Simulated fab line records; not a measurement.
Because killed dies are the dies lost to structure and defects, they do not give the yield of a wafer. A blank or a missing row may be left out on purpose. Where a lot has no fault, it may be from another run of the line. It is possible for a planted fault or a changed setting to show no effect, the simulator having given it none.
Which of the tools did it? :: flow gf180mcu :: 6 lots with 18 wafers sampled at 4 steps, on a route of 602 steps

== WHAT THE GAUGES SHOWED, per wafer ==
GF_M2_THK_MEAS_06: measures by xrf.
lot: L278
measured: day 18 19:36
on: filmMetro-01
M2_ALCU_THK (nm): 467 464 466

lot: L292
measured: day 23 23:40
on: filmMetro-02
M2_ALCU_THK (nm): 453 466 461

lot: L295
measured: day 24 17:08
on: filmMetro-01
M2_ALCU_THK (nm): 457 460 459

lot: L298
measured: day 25 16:40
on: filmMetro-02
M2_ALCU_THK (nm): 454 453 452

lot: L300
measured: day 26 07:15
on: filmMetro-03
M2_ALCU_THK (nm): 446 450 452

== WHICH TOOL RAN EACH LOT (tool, then ch and the chambers of the sampled wafers, then the start) ==
lot: L278
GF_STI_ETCH_13: rieDiel-01 ch 1,2,3, day 2 07:37
GF_STI_STRIP_15: plasmaAsher-04 ch 1, day 2 07:46
GF_V1_ETCH_17: rieDiel-04 ch 0,1,2, day 18 19:36 or earlier

lot: L289
GF_STI_ETCH_13: rieDiel-03 ch 1,2,3, day 4 15:28
GF_STI_STRIP_15: plasmaAsher-04 ch 0,1, day 4 15:37
GF_V1_ETCH_17: -

lot: L292
GF_STI_ETCH_13: rieDiel-01 ch 1,3, day 5 06:26
GF_STI_STRIP_15: plasmaAsher-01 ch 0,1, day 5 06:35
GF_V1_ETCH_17: rieDiel-02 ch 1,2, day 23 23:40 or earlier

lot: L295
GF_STI_ETCH_13: rieDiel-02 ch 1,3, day 5 23:31
GF_STI_STRIP_15: plasmaAsher-02 ch 0, day 5 23:40
GF_V1_ETCH_17: rieDiel-03 ch 2,3, day 24 17:08 or earlier

lot: L298
GF_STI_ETCH_13: rieDiel-01 ch 0,1,3, day 6 14:49
GF_STI_STRIP_15: plasmaAsher-02 ch 0,1, day 6 14:58
GF_V1_ETCH_17: rieDiel-03 ch 1,2, day 25 16:40 or earlier

lot: L300
GF_STI_ETCH_13: rieDiel-02 ch 0,2,3, day 7 01:29
GF_STI_STRIP_15: plasmaAsher-02 ch 0,1, day 7 01:38
GF_V1_ETCH_17: rieDiel-03 ch 0,1,2, day 26 07:15 or earlier
- GF_STI_ETCH_13: etches the open film in CHF3/O2, stops on Si, target depth 282.31 nm, time 112.9 s.
- GF_STI_STRIP_15: strips in O2/N2.
- GF_V1_ETCH_17: etches SiO2 in C4F8/O2/Ar, stops on TiN, target depth 630 nm.

== THE ANSWER, worked out from the rows above alone ==
Rule: the usual values come from the lots themselves. Put in order of their means at a reading, lots are off if they are a third of the lots or fewer, leave a main group of 4 or more, and stand apart from it by a gap of 3 or more times the standard deviation of the main group's means; of several such gaps the widest counts. If all means in a main group match to the digits the tables above print for the reading, that group is not used. A lot without any number at a reading at which 4 lots or more have one is off too. Where the step has rows for the other lots, those lots are counted as sound.
Across all readings shown, no lot is off: no conclusion can be drawn from this.

== WHAT WAS PUT IN BY THE SIMULATOR ==
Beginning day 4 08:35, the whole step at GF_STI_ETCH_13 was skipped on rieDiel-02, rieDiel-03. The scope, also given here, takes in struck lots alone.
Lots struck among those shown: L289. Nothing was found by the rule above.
